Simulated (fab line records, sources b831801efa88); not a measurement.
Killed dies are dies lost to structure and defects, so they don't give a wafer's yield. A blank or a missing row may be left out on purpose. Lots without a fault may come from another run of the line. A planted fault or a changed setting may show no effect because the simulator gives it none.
Chamber matching | flow gf180mcu | GF_V2_CVD_00 on hdpcvd-01: 3 sister chambers
The step deposits SiO2, target thk 600 nm, time 100 s. 6 wafers are shown with their chamber, then 7 later ones without.

WAFERS WITH THEIR CHAMBER
wafer  | chamber | pressure_mtorr (mTorr) | run_length_s (s)
L106.4 | 2       | 5.984                  | 128.1
L109.1 | 1       | 6.026                  | 128.5
L109.2 | 0       | 5.993                  | 128.8
L109.6 | 0       | 6.027                  | 128.1
L113.1 | 2       | 6.001                  | 128.7
L113.4 | 1       | 5.984                  | 128.2

WAFERS WITHOUT THEIR CHAMBER
wafer  | pressure_mtorr (mTorr) | run_length_s (s)
L113.6 | 5.979                  | 128.1
L116.3 | 6.004                  | 128.9
L116.4 | 5.998                  | 127.8
L116.5 | 5.984                  | 128.5
L125.2 | 6.008                  | 128.5
L125.4 | 6.009                  | 128.3
L125.6 | 6.001                  | 128.2

WHICH CHAMBER EACH WENT THROUGH
wafer  | from the rows above          | in truth
L113.6 | can't be placed: 2 or 1 or 0 | 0
L116.3 | can't be placed: 0 or 2 or 1 | 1
L116.4 | can't be placed: 1 or 2 or 0 | 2
L116.5 | can't be placed: 2 or 1 or 0 | 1
L125.2 | can't be placed: 0 or 1 or 2 | 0
L125.4 | can't be placed: 1 or 0 or 2 | 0
L125.6 | can't be placed: 1 or 2 or 0 | 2
Placed correctly: 0 of 7. Can't be placed from these rows: 7 (the true chamber is among the candidates in 7). Placed wrongly: 0.
How it was worked out, from the rows above alone: a wafer's distance from a chamber is the root of the sum, over the readings, of the square of ((its reading less the chamber's mean) divided by the reading's scatter). The wafer belongs to the nearest chamber; if the next one is less than 2 further off, it can't be placed. A chamber's mean is the mean of its shown wafers. The scatter: the root of (the sum of the squares of (reading less its chamber's mean) over the shown wafers, divided by (wafers less chambers)).
